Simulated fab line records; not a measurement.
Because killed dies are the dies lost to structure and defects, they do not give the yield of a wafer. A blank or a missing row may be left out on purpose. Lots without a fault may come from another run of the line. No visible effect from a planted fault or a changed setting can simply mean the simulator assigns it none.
fab line records :: flow sky130
[record]
  lots = 6
  wafers = 18
  last_day = 49
route steps=708 shown VT_ADJUST_LVTN@113 VT_ADJUST_NCORE@119 PAD_OPEN@708
lots with no fault: from the same line, run without faults
start_h: start of the lot's first displayed wafer, in hours after the record's first day :: wait_h: time in hours since the lot's previous step :: " repeats the value in the row above :: L1.1+2: several wafers, shown together as one row :: - value missing, or start not given :: * or withheld: withheld :: < > ~ a bound
route shown NAME@n: names a module that has steps shown in the file, with the first one's number in the route :: usual: average and standard deviation across the fault-free wafers :: same: alike in all rows :: chamber/n: place in a boat :: sites: readings site by site :: _std_site: the standard deviation of these :: _edge_site: inner sites' mean taken away from outer sites' mean :: radius_mm: how far each site lies from the wafer's centre :: mask NAME#n: copy n :: behind: tool/chamber where the wafer was last shaped :: hold: cause of the lot's hold/its duration in hours/its outcome :: device: the transistor (n, p or np) that didn't switch :: end of line: tests of these same wafers at the route's end :: where a step has no rows: the recipe by itself :: killed: the dies lost at the first sort to structure and to defects; this is not the yield of the wafer :: map: the dies of a wafer, with x for killed, . for not killed, _ for no die there
set.NAME: the run value of the setting; set.NAME@STEP: its run value at that earlier step :: model.NAME: the simulator's own value behind a step, which no gauge read
lots at some steps of the route; a table a step, a row a wafer
services: when a tool's chamber went out of use (start_h, in hours from the record's first day, below 0 if earlier), for how many hours, and the reason
[[steps]]
[step SKY_VT_ADJUST_LVTN_PEB_16]
[recipe]
  temp_c = withheld
  time_s = *
  resist = NOVOLAK
[step SKY_VT_ADJUST_LVTN_DEVELOP_17]
[recipe]
  resist = NOVOLAK
  developer = TMAH
  develop_time_s = 60
  dev_temp_c = 23
[step SKY_VT_ADJUST_LVTN_OVL_MEAS_18]
[usual]
  VT_ADJUST_LVTN_01_OVL = -0.5/1.5
lot.wafer: L192.1
tool: overlay-01
chamber: -
start_h: 163.59
wait_h: 0.1
VT_ADJUST_LVTN_01_OVL[nm]: -1.0

lot.wafer: L192.5
tool: overlay-01
chamber: -
start_h: 163.59
wait_h: 0.1
VT_ADJUST_LVTN_01_OVL[nm]: -0.9

lot.wafer: L192.6
tool: overlay-01
chamber: -
start_h: 163.59
wait_h: 0.1
VT_ADJUST_LVTN_01_OVL[nm]: 1.4

lot.wafer: L197.1
tool: overlay-02
chamber: -
start_h: 217.23
wait_h: 0.1
VT_ADJUST_LVTN_01_OVL[nm]: -0.3

lot.wafer: L197.2
tool: overlay-02
chamber: -
start_h: 217.23
wait_h: 0.1
VT_ADJUST_LVTN_01_OVL[nm]: 1.0

lot.wafer: L197.3
tool: overlay-02
chamber: -
start_h: 217.23
wait_h: 0.1
VT_ADJUST_LVTN_01_OVL[nm]: 0.2

lot.wafer: L203.1
tool: overlay-02
chamber: -
start_h: 244.03
wait_h: 0.1
VT_ADJUST_LVTN_01_OVL[nm]: -0.5

lot.wafer: L203.2
tool: overlay-02
chamber: -
start_h: 244.03
wait_h: 0.1
VT_ADJUST_LVTN_01_OVL[nm]: 0.0

lot.wafer: L203.4
tool: overlay-02
chamber: -
start_h: 244.03
wait_h: 0.1
VT_ADJUST_LVTN_01_OVL[nm]: 0.1

lot.wafer: L204.1
tool: overlay-02
chamber: -
start_h: 265.28
wait_h: 0.1
VT_ADJUST_LVTN_01_OVL[nm]: 3.0

lot.wafer: L204.4
tool: overlay-02
chamber: -
start_h: 265.28
wait_h: 0.1
VT_ADJUST_LVTN_01_OVL[nm]: -1.2

lot.wafer: L204.5
tool: overlay-02
chamber: -
start_h: 265.28
wait_h: 0.1
VT_ADJUST_LVTN_01_OVL[nm]: 1.0

lot.wafer: L206.3
tool: overlay-01
chamber: -
start_h: 272.29
wait_h: 0.1
VT_ADJUST_LVTN_01_OVL[nm]: -0.6

lot.wafer: L206.4
tool: overlay-01
chamber: -
start_h: 272.29
wait_h: 0.1
VT_ADJUST_LVTN_01_OVL[nm]: -2.1

lot.wafer: L206.6
tool: overlay-01
chamber: -
start_h: 272.29
wait_h: 0.1
VT_ADJUST_LVTN_01_OVL[nm]: 0.5

lot.wafer: L207.1
tool: overlay-02
chamber: -
start_h: 279.56
wait_h: 0.1
VT_ADJUST_LVTN_01_OVL[nm]: 0.4

lot.wafer: L207.3
tool: overlay-02
chamber: -
start_h: 279.56
wait_h: 0.1
VT_ADJUST_LVTN_01_OVL[nm]: -1.4

lot.wafer: L207.6
tool: overlay-02
chamber: -
start_h: 279.56
wait_h: 0.1
VT_ADJUST_LVTN_01_OVL[nm]: -1.3
[step SKY_VT_ADJUST_LVTN_IMPLANT_19]
[recipe]
  species = B
  energy_kev = 30
  dose_cm2 = 6.5e+11
  tilt_deg = withheld
[step SKY_VT_ADJUST_LVTN_STRIP_20]
[recipe]
  chemistry = O2/N2
  power_w = 1400
  pressure_mtorr = 1500
  platen_temp_c = withheld
  o2_flow_sccm = 3000
  n2_flow_sccm = 300
  overash_fraction = 0.5
[usual]
  drypump_motor_current_A = 5.75/0.11
  o2_flow_sccm = 2999/9.3
  oes_product_au = 0.716/0.0048
  strip_time_to_endpoint_s = 14.18/0.035
lot.wafer: L192.1
tool: plasma_asher-04
chamber: 0
start_h: 163.77
wait_h: 0.1
drypump_motor_current_A: 5.67
o2_flow_sccm: 2992
oes_product_au: 0.723
rf_hours_counter_h: 48
strip_time_to_endpoint_s: 14.17

lot.wafer: L192.5
tool: plasma_asher-04
chamber: 1
start_h: 163.77
wait_h: 0.1
drypump_motor_current_A: 5.82
o2_flow_sccm: 3000
oes_product_au: 0.717
rf_hours_counter_h: -
strip_time_to_endpoint_s: 14.18

lot.wafer: L192.6
tool: plasma_asher-04
chamber: 0
start_h: 163.77
wait_h: 0.1
drypump_motor_current_A: 5.68
o2_flow_sccm: 2997
oes_product_au: 0.713
rf_hours_counter_h: -
strip_time_to_endpoint_s: 14.19

lot.wafer: L197.1
tool: plasma_asher-04
chamber: 0
start_h: 217.42
wait_h: 0.1
drypump_motor_current_A: 5.66
o2_flow_sccm: 2999
oes_product_au: 0.715
rf_hours_counter_h: 54
strip_time_to_endpoint_s: 14.19

lot.wafer: L197.2
tool: plasma_asher-04
chamber: 1
start_h: 217.42
wait_h: 0.1
drypump_motor_current_A: 5.80
o2_flow_sccm: 3009
oes_product_au: 0.722
rf_hours_counter_h: 54
strip_time_to_endpoint_s: 14.21

lot.wafer: L197.3
tool: plasma_asher-04
chamber: 1
start_h: 217.42
wait_h: 0.1
drypump_motor_current_A: 5.78
o2_flow_sccm: 2999
oes_product_au: 0.715
rf_hours_counter_h: -
strip_time_to_endpoint_s: 14.13

lot.wafer: L203.1
tool: plasma_asher-01
chamber: 1
start_h: 244.22
wait_h: 0.1
drypump_motor_current_A: 5.78
o2_flow_sccm: 3005
oes_product_au: 0.725
rf_hours_counter_h: 54
strip_time_to_endpoint_s: 14.22

lot.wafer: L203.2
tool: plasma_asher-01
chamber: 0
start_h: 244.22
wait_h: 0.1
drypump_motor_current_A: 5.84
o2_flow_sccm: 2992
oes_product_au: 0.715
rf_hours_counter_h: 54
strip_time_to_endpoint_s: 14.23

lot.wafer: L203.4
tool: plasma_asher-01
chamber: 0
start_h: 244.22
wait_h: 0.1
drypump_motor_current_A: 5.85
o2_flow_sccm: 3006
oes_product_au: 0.716
rf_hours_counter_h: -
strip_time_to_endpoint_s: 14.27

lot.wafer: L204.1
tool: plasma_asher-01
chamber: 0
start_h: 265.47
wait_h: 0.1
drypump_motor_current_A: 5.83
o2_flow_sccm: 2996
oes_product_au: 0.719
rf_hours_counter_h: 56
strip_time_to_endpoint_s: 14.23

lot.wafer: L204.4
tool: plasma_asher-01
chamber: 1
start_h: 265.47
wait_h: 0.1
drypump_motor_current_A: 5.76
o2_flow_sccm: 2997
oes_product_au: 0.718
rf_hours_counter_h: -
strip_time_to_endpoint_s: 14.15

lot.wafer: L204.5
tool: plasma_asher-01
chamber: 0
start_h: 265.47
wait_h: 0.1
drypump_motor_current_A: 5.81
o2_flow_sccm: 3004
oes_product_au: 0.713
rf_hours_counter_h: -
strip_time_to_endpoint_s: 14.21

lot.wafer: L206.3
tool: plasma_asher-04
chamber: 0
start_h: 272.50
wait_h: 0.1
drypump_motor_current_A: 5.69
o2_flow_sccm: 3016
oes_product_au: 0.717
rf_hours_counter_h: -
strip_time_to_endpoint_s: 14.22

lot.wafer: L206.4
tool: plasma_asher-04
chamber: 1
start_h: 272.50
wait_h: 0.1
drypump_motor_current_A: 5.81
o2_flow_sccm: 2989
oes_product_au: 0.714
rf_hours_counter_h: -
strip_time_to_endpoint_s: 14.18

lot.wafer: L206.6
tool: plasma_asher-04
chamber: 1
start_h: 272.50
wait_h: 0.1
drypump_motor_current_A: 5.80
o2_flow_sccm: 2991
oes_product_au: 0.705
rf_hours_counter_h: -
strip_time_to_endpoint_s: 14.16

lot.wafer: L207.1
tool: plasma_asher-01
chamber: 1
start_h: 279.75
wait_h: 0.1
drypump_motor_current_A: 5.77
o2_flow_sccm: 2995
oes_product_au: 0.712
rf_hours_counter_h: 58
strip_time_to_endpoint_s: 14.19

lot.wafer: L207.3
tool: plasma_asher-01
chamber: 1
start_h: 279.75
wait_h: 0.1
drypump_motor_current_A: 5.77
o2_flow_sccm: 2990
oes_product_au: 0.722
rf_hours_counter_h: -
strip_time_to_endpoint_s: 14.21

lot.wafer: L207.6
tool: plasma_asher-01
chamber: 0
start_h: 279.75
wait_h: 0.1
drypump_motor_current_A: 5.84
o2_flow_sccm: 2992
oes_product_au: 0.712
rf_hours_counter_h: -
strip_time_to_endpoint_s: 14.21
[step SKY_VT_ADJUST_LVTN_TW_MEAS_21]
[usual]
  VT_ADJUST_LVTN_2_TW = 187.6/2.1
lot.wafer: L192.1
tool: film_metro-01
chamber: -
start_h: 163.87
wait_h: 0.1
VT_ADJUST_LVTN_2_TW: 186.9

lot.wafer: L192.5
tool: film_metro-01
chamber: -
start_h: 163.87
wait_h: 0.1
VT_ADJUST_LVTN_2_TW: 185.6

lot.wafer: L192.6
tool: film_metro-01
chamber: -
start_h: 163.87
wait_h: 0.1
VT_ADJUST_LVTN_2_TW: 187.4

lot.wafer: L197.1
tool: film_metro-04
chamber: -
start_h: 217.52
wait_h: 0.1
VT_ADJUST_LVTN_2_TW: 189.8

lot.wafer: L197.2
tool: film_metro-04
chamber: -
start_h: 217.52
wait_h: 0.1
VT_ADJUST_LVTN_2_TW: 191.2

lot.wafer: L197.3
tool: film_metro-04
chamber: -
start_h: 217.52
wait_h: 0.1
VT_ADJUST_LVTN_2_TW: 191.8

lot.wafer: L203.1
tool: film_metro-03
chamber: -
start_h: 244.32
wait_h: 0.1
VT_ADJUST_LVTN_2_TW: 185.0

lot.wafer: L203.2
tool: film_metro-03
chamber: -
start_h: 244.32
wait_h: 0.1
VT_ADJUST_LVTN_2_TW: 184.4

lot.wafer: L203.4
tool: film_metro-03
chamber: -
start_h: 244.32
wait_h: 0.1
VT_ADJUST_LVTN_2_TW: 185.2

lot.wafer: L204.1
tool: film_metro-04
chamber: -
start_h: 265.57
wait_h: 0.1
VT_ADJUST_LVTN_2_TW: 190.2

lot.wafer: L204.4
tool: film_metro-04
chamber: -
start_h: 265.57
wait_h: 0.1
VT_ADJUST_LVTN_2_TW: 189.5

lot.wafer: L204.5
tool: film_metro-04
chamber: -
start_h: 265.57
wait_h: 0.1
VT_ADJUST_LVTN_2_TW: 189.8

lot.wafer: L206.3
tool: film_metro-01
chamber: -
start_h: 272.59
wait_h: 0.1
VT_ADJUST_LVTN_2_TW: 187.7

lot.wafer: L206.4
tool: film_metro-01
chamber: -
start_h: 272.59
wait_h: 0.1
VT_ADJUST_LVTN_2_TW: 187.7

lot.wafer: L206.6
tool: film_metro-01
chamber: -
start_h: 272.59
wait_h: 0.1
VT_ADJUST_LVTN_2_TW: 187.7

lot.wafer: L207.1
tool: film_metro-01
chamber: -
start_h: 279.85
wait_h: 0.1
VT_ADJUST_LVTN_2_TW: 186.6

lot.wafer: L207.3
tool: film_metro-01
chamber: -
start_h: 279.85
wait_h: 0.1
VT_ADJUST_LVTN_2_TW: 187.6

lot.wafer: L207.6
tool: film_metro-01
chamber: -
start_h: 279.85
wait_h: 0.1
VT_ADJUST_LVTN_2_TW: 187.6
[step SKY_VT_ADJUST_NCORE_DEHYDRATE_00]
[recipe]
  temp_c = 200
  time_s = 60
[step SKY_VT_ADJUST_NCORE_HMDS_01]
[recipe]
  prime_time_s = 60
  prime_temp_c = 120
[step SKY_VT_ADJUST_NCORE_COAT_02]
[recipe]
  resist = NOVOLAK
  spin_rpm = 3053
  resist_thk_nm = 1140
[step SKY_VT_ADJUST_NCORE_SOFTBAKE_03]
[recipe]
  temp_c = 90
  time_s = 60
  resist = NOVOLAK
[step SKY_VT_ADJUST_NCORE_EXPOSE_04]
[recipe]
  mask_id = LVTN_COMPLEMENT_THIN
  na = 0.6
  source_shape = conventional
  sigma_outer = 0.6
  polarization = unpolarized
  target_cd_nm = 380
  dose_mj = 139
[step SKY_VT_ADJUST_NCORE_PEB_05]
[recipe]
  temp_c = withheld
  time_s = *
  resist = NOVOLAK
[step SKY_VT_ADJUST_NCORE_DEVELOP_06]
[recipe]
  resist = NOVOLAK
  developer = TMAH
  develop_time_s = 60
  dev_temp_c = 23
lot.wafer: L192.1+5+6
tool: litho_track-01
chamber: 0
start_h: 183.51
wait_h: 0.1

lot.wafer: L197.1+2+3
tool: litho_track-02
chamber: 0
start_h: 240.25
wait_h: 0.1

lot.wafer: L203.1+2+4
tool: litho_track-01
chamber: 0
start_h: 268.16
wait_h: 0.1

lot.wafer: L204.1+4+5
tool: litho_track-01
chamber: 0
start_h: 289.31
wait_h: 0.1

lot.wafer: L206.3+4+6
tool: litho_track-04
chamber: 0
start_h: 296.89
wait_h: 0.1

lot.wafer: L207.1+3+6
tool: litho_track-04
chamber: 0
start_h: 304.34
wait_h: 0.1
[step SKY_VT_ADJUST_NCORE_CD_MEAS_07]
[recipe]
  target_cd_nm = 380
[usual]
  cd_nm = 381.5/2.5
lot.wafer: L192.1
tool: cd_sem-01
chamber: -
start_h: 183.66
wait_h: 0.1
cd_nm: 380.6

lot.wafer: L192.5
tool: cd_sem-01
chamber: -
start_h: 183.66
wait_h: 0.1
cd_nm: 382.0

lot.wafer: L192.6
tool: cd_sem-01
chamber: -
start_h: 183.66
wait_h: 0.1
cd_nm: 385.1

lot.wafer: L197.1
tool: cd_sem-02
chamber: -
start_h: 240.43
wait_h: 0.2
cd_nm: 380.6

lot.wafer: L197.2
tool: cd_sem-02
chamber: -
start_h: 240.43
wait_h: 0.2
cd_nm: 380.9

lot.wafer: L197.3
tool: cd_sem-02
chamber: -
start_h: 240.43
wait_h: 0.2
cd_nm: 378.7

lot.wafer: L203.1
tool: cd_sem-02
chamber: -
start_h: 268.31
wait_h: 0.1
cd_nm: 401.1

lot.wafer: L203.2
tool: cd_sem-02
chamber: -
start_h: 268.31
wait_h: 0.1
cd_nm: 400.0

lot.wafer: L203.4
tool: cd_sem-02
chamber: -
start_h: 268.31
wait_h: 0.1
cd_nm: 402.5

lot.wafer: L204.1
tool: cd_sem-02
chamber: -
start_h: 289.46
wait_h: 0.1
cd_nm: 399.7

lot.wafer: L204.4
tool: cd_sem-02
chamber: -
start_h: 289.46
wait_h: 0.1
cd_nm: 399.0

lot.wafer: L204.5
tool: cd_sem-02
chamber: -
start_h: 289.46
wait_h: 0.1
cd_nm: 397.1

lot.wafer: L206.3
tool: cd_sem-02
chamber: -
start_h: 297.03
wait_h: 0.1
cd_nm: 379.9

lot.wafer: L206.4
tool: cd_sem-02
chamber: -
start_h: 297.03
wait_h: 0.1
cd_nm: 380.8

lot.wafer: L206.6
tool: cd_sem-02
chamber: -
start_h: 297.03
wait_h: 0.1
cd_nm: 380.7

lot.wafer: L207.1
tool: cd_sem-01
chamber: -
start_h: 304.49
wait_h: 0.1
cd_nm: 385.6

lot.wafer: L207.3
tool: cd_sem-01
chamber: -
start_h: 304.49
wait_h: 0.1
cd_nm: 383.2

lot.wafer: L207.6
tool: cd_sem-01
chamber: -
start_h: 304.49
wait_h: 0.1
cd_nm: 383.9
[step SKY_VT_ADJUST_NCORE_OVL_MEAS_08]
[usual]
  VT_ADJUST_NCORE_OVL = -0.4/1.4
lot.wafer: L192.1
tool: overlay-02
chamber: -
start_h: 183.78
wait_h: 0.1
VT_ADJUST_NCORE_OVL[nm]: 0.2

lot.wafer: L192.5
tool: overlay-02
chamber: -
start_h: 183.78
wait_h: 0.1
VT_ADJUST_NCORE_OVL[nm]: 0.3

lot.wafer: L192.6
tool: overlay-02
chamber: -
start_h: 183.78
wait_h: 0.1
VT_ADJUST_NCORE_OVL[nm]: 0.8

lot.wafer: L197.1
tool: overlay-01
chamber: -
start_h: 240.55
wait_h: 0.1
VT_ADJUST_NCORE_OVL[nm]: -2.5

lot.wafer: L197.2
tool: overlay-01
chamber: -
start_h: 240.55
wait_h: 0.1
VT_ADJUST_NCORE_OVL[nm]: -3.4

lot.wafer: L197.3
tool: overlay-01
chamber: -
start_h: 240.55
wait_h: 0.1
VT_ADJUST_NCORE_OVL[nm]: -0.9

lot.wafer: L203.1
tool: overlay-01
chamber: -
start_h: 268.43
wait_h: 0.1
VT_ADJUST_NCORE_OVL[nm]: -1.3

lot.wafer: L203.2
tool: overlay-01
chamber: -
start_h: 268.43
wait_h: 0.1
VT_ADJUST_NCORE_OVL[nm]: 1.0

lot.wafer: L203.4
tool: overlay-01
chamber: -
start_h: 268.43
wait_h: 0.1
VT_ADJUST_NCORE_OVL[nm]: -1.1

lot.wafer: L204.1
tool: overlay-02
chamber: -
start_h: 289.58
wait_h: 0.1
VT_ADJUST_NCORE_OVL[nm]: 1.9

lot.wafer: L204.4
tool: overlay-02
chamber: -
start_h: 289.58
wait_h: 0.1
VT_ADJUST_NCORE_OVL[nm]: 2.6

lot.wafer: L204.5
tool: overlay-02
chamber: -
start_h: 289.58
wait_h: 0.1
VT_ADJUST_NCORE_OVL[nm]: 1.2

lot.wafer: L206.3
tool: overlay-01
chamber: -
start_h: 297.12
wait_h: 0.1
VT_ADJUST_NCORE_OVL[nm]: -2.5

lot.wafer: L206.4
tool: overlay-01
chamber: -
start_h: 297.12
wait_h: 0.1
VT_ADJUST_NCORE_OVL[nm]: -1.9

lot.wafer: L206.6
tool: overlay-01
chamber: -
start_h: 297.12
wait_h: 0.1
VT_ADJUST_NCORE_OVL[nm]: -1.3

lot.wafer: L207.1
tool: overlay-01
chamber: -
start_h: 304.61
wait_h: 0.1
VT_ADJUST_NCORE_OVL[nm]: -0.7

lot.wafer: L207.3
tool: overlay-01
chamber: -
start_h: 304.61
wait_h: 0.1
VT_ADJUST_NCORE_OVL[nm]: 1.6

lot.wafer: L207.6
tool: overlay-01
chamber: -
start_h: 304.61
wait_h: 0.1
VT_ADJUST_NCORE_OVL[nm]: -0.3
[step SKY_PAD_OPEN_PROBE_99]
[usual]
  killed_at_M0_to_M3 = 43/6.9
  killed_at_M4_up = 3.0/1.8
  killed_at_contacts = 24/4.8
  killed_at_front_end = 15/4.5
  killed_at_other = 0.4/0.67
  killed_dies = 86/9.2
  killed_open = 46/6.9
  killed_short = 39/6
[same]
  gross_dies = 492
  killed_at_back_side = 0
lot.wafer: L192.1
tool: prober-01
chamber: -
start_h: 1079.68
wait_h: 0.1
killed_at_M0_to_M3: 45
killed_at_M4_up: 2
killed_at_contacts: 21
killed_at_front_end: 21
killed_at_other: 0
killed_dies: 89
killed_open: 49
killed_short: 40

lot.wafer: L192.5
tool: prober-01
chamber: -
start_h: 1079.88
wait_h: 0.2
killed_at_M0_to_M3: 49
killed_at_M4_up: 3
killed_at_contacts: 26
killed_at_front_end: 15
killed_at_other: 0
killed_dies: 93
killed_open: 52
killed_short: 41

lot.wafer: L192.6
tool: prober-01
chamber: -
start_h: 1079.93
wait_h: 0.2
killed_at_M0_to_M3: 43
killed_at_M4_up: 7
killed_at_contacts: 22
killed_at_front_end: 16
killed_at_other: 0
killed_dies: 88
killed_open: 46
killed_short: 41

lot.wafer: L197.1
tool: prober-01
chamber: -
start_h: 1128.34
wait_h: 0.1
killed_at_M0_to_M3: 31
killed_at_M4_up: 1
killed_at_contacts: 26
killed_at_front_end: 19
killed_at_other: 1
killed_dies: 78
killed_open: 39
killed_short: 39

lot.wafer: L197.2
tool: prober-01
chamber: -
start_h: 1128.39
wait_h: 0.1
killed_at_M0_to_M3: 50
killed_at_M4_up: 2
killed_at_contacts: 25
killed_at_front_end: 21
killed_at_other: 0
killed_dies: 98
killed_open: 55
killed_short: 43

lot.wafer: L197.3
tool: prober-01
chamber: -
start_h: 1128.44
wait_h: 0.2
killed_at_M0_to_M3: 45
killed_at_M4_up: 2
killed_at_contacts: 21
killed_at_front_end: 11
killed_at_other: 0
killed_dies: 79
killed_open: 46
killed_short: 33

lot.wafer: L203.1
tool: prober-02
chamber: -
start_h: 1153.92
wait_h: 0.1
killed_at_M0_to_M3: 46
killed_at_M4_up: 3
killed_at_contacts: 31
killed_at_front_end: 15
killed_at_other: 0
killed_dies: 95
killed_open: 51
killed_short: 43

lot.wafer: L203.2
tool: prober-02
chamber: -
start_h: 1153.97
wait_h: 0.1
killed_at_M0_to_M3: 41
killed_at_M4_up: 3
killed_at_contacts: 19
killed_at_front_end: 13
killed_at_other: 1
killed_dies: 77
killed_open: 38
killed_short: 38

lot.wafer: L203.4
tool: prober-02
chamber: -
start_h: 1154.07
wait_h: 0.2
killed_at_M0_to_M3: 57
killed_at_M4_up: 5
killed_at_contacts: 32
killed_at_front_end: 18
killed_at_other: 0
killed_dies: 112
killed_open: 54
killed_short: 57

lot.wafer: L204.1
tool: prober-01
chamber: -
start_h: 1165.77
wait_h: 0.1
killed_at_M0_to_M3: 44
killed_at_M4_up: 2
killed_at_contacts: 30
killed_at_front_end: 13
killed_at_other: 2
killed_dies: 91
killed_open: 43
killed_short: 46

lot.wafer: L204.4
tool: prober-01
chamber: -
start_h: 1165.92
wait_h: 0.2
killed_at_M0_to_M3: 43
killed_at_M4_up: 3
killed_at_contacts: 27
killed_at_front_end: 16
killed_at_other: 0
killed_dies: 89
killed_open: 44
killed_short: 45

lot.wafer: L204.5
tool: prober-01
chamber: -
start_h: 1165.97
wait_h: 0.2
killed_at_M0_to_M3: 41
killed_at_M4_up: 3
killed_at_contacts: 24
killed_at_front_end: 16
killed_at_other: 0
killed_dies: 84
killed_open: 50
killed_short: 34
// killed by level:class
L192.1 VIA2:geometric_particle:open=12 POLY_GATE:geometric_particle:open=9 CONTACT:geometric_particle:open=9 METAL2:geometric_particle:short=8 POLY_GATE:geometric_particle:short=6 LOCAL_INTERCONNECT:geometric_particle:short=6 VIA1:geometric_particle:open=5 VIA1:geometric_particle:short=5
L192.5 VIA1:geometric_particle:open=10 VIA3:geometric_particle:open=10 LI_CONTACT:geometric_particle:open=7 METAL1:geometric_particle:short=6 CONTACT:geometric_particle:open=5 LOCAL_INTERCONNECT:geometric_particle:short=5 VIA2:geometric_particle:open=5 LI_CONTACT:geometric_particle:short=4
L192.6 CONTACT:geometric_particle:open=10 METAL2:geometric_particle:short=8 VIA3:geometric_particle:open=7 LI_CONTACT:geometric_particle:open=6 VIA1:geometric_particle:open=6 METAL1:geometric_particle:short=5 VIA1:geometric_particle:short=4 POLY_GATE:geometric_particle:open=4
L197.1 VIA1:geometric_particle:open=10 CONTACT:geometric_particle:open=9 POLY_GATE:geometric_particle:open=6 LOCAL_INTERCONNECT:geometric_particle:short=5 VIA1:geometric_particle:short=5 METAL2:geometric_particle:short=5 FIELD_ISO:geometric_particle:open=4 FIELD_ISO:geometric_particle:short=4
L197.2 VIA1:geometric_particle:open=14 LI_CONTACT:geometric_particle:open=8 CONTACT:geometric_particle:open=8 FIELD_ISO:geometric_particle:open=6 METAL2:geometric_particle:short=6 METAL1:geometric_particle:short=6 VIA2:geometric_particle:open=6 VIA1:geometric_particle:short=5
L197.3 VIA1:geometric_particle:open=11 VIA2:geometric_particle:open=9 CONTACT:geometric_particle:short=7 CONTACT:geometric_particle:open=7 METAL2:geometric_particle:short=6 LI_CONTACT:geometric_particle:open=6 FIELD_ISO:geometric_particle:short=4 FIELD_ISO:geometric_particle:open=3
L203.1 VIA1:geometric_particle:open=12 CONTACT:geometric_particle:open=12 VIA3:geometric_particle:open=11 CONTACT:geometric_particle:short=7 LOCAL_INTERCONNECT:geometric_particle:short=6 POLY_GATE:geometric_particle:open=5 POLY_GATE:geometric_particle:short=5 METAL2:geometric_particle:short=5
L203.2 VIA1:geometric_particle:open=9 VIA2:geometric_particle:open=7 LOCAL_INTERCONNECT:geometric_particle:short=6 VIA3:geometric_particle:open=6 METAL1:geometric_particle:short=5 METAL2:geometric_particle:short=5 FIELD_ISO:geometric_particle:short=4 VIA1:geometric_particle:short=4
L203.4 VIA1:geometric_particle:open=17 CONTACT:geometric_particle:open=14 METAL2:geometric_particle:short=11 CONTACT:geometric_particle:short=8 VIA3:geometric_particle:short=6 VIA3:geometric_particle:open=5 LOCAL_INTERCONNECT:geometric_particle:short=5 METAL1:geometric_particle:short=5
L204.1 LOCAL_INTERCONNECT:geometric_particle:short=8 CONTACT:geometric_particle:open=7 METAL1:geometric_particle:short=7 VIA1:geometric_particle:open=7 VIA2:geometric_particle:open=7 LI_CONTACT:geometric_particle:short=6 LI_CONTACT:geometric_particle:open=5 VIA3:geometric_particle:open=5
L204.4 VIA1:geometric_particle:open=9 CONTACT:geometric_particle:open=9 LI_CONTACT:geometric_particle:open=8 METAL1:geometric_particle:short=6 VIA3:geometric_particle:open=6 LI_CONTACT:geometric_particle:short=5 POLY_GATE:geometric_particle:open=4 VIA1:geometric_particle:short=4
L204.5 LI_CONTACT:geometric_particle:open=8 VIA3:geometric_particle:open=8 VIA1:geometric_particle:open=8 CONTACT:geometric_particle:open=7 FIELD_ISO:geometric_particle:open=6 VIA1:geometric_particle:short=5 METAL2:geometric_particle:short=5 VIA2:geometric_particle:open=5
[[services]]
tool: litho_track-01
chamber: -
start_h: 221.08
hours: -
kind: consumable_replace:filter
[[key]]
[first_sign]
  step = SKY_VT_ADJUST_NCORE_CD_MEAS_07
  reading = cd_nm
  direction = up
  sigmas = 7.3
  usual = 381.5
  struck = 399.9
effect none on later readings
met_at SKY_VT_ADJUST_NCORE_DEVELOP_06
struck_wafers L203.1,L203.2,L203.4,L204.1,L204.4,L204.5
tester_left_out L203,L204
onset_between 183.51 268.16
[fault]
  kind = process_parameter_drift
  tool = litho_track-01
  chamber = -
  onset_h = 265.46
  steps = SKY_VT_ADJUST_NCORE_DEVELOP_06
  channel = develop_time_s
  offset = *
  shape = step
  end_h = 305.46
  acts_in = *
  stated = *
// tester_left_out: of these lots the tester's yield and bins aren't shown, on N5 and GAA mostly nor the transistor test; their killed dies are dies lost to structure and defects alone, not to doping, threshold or leakage, so they don't give the yield
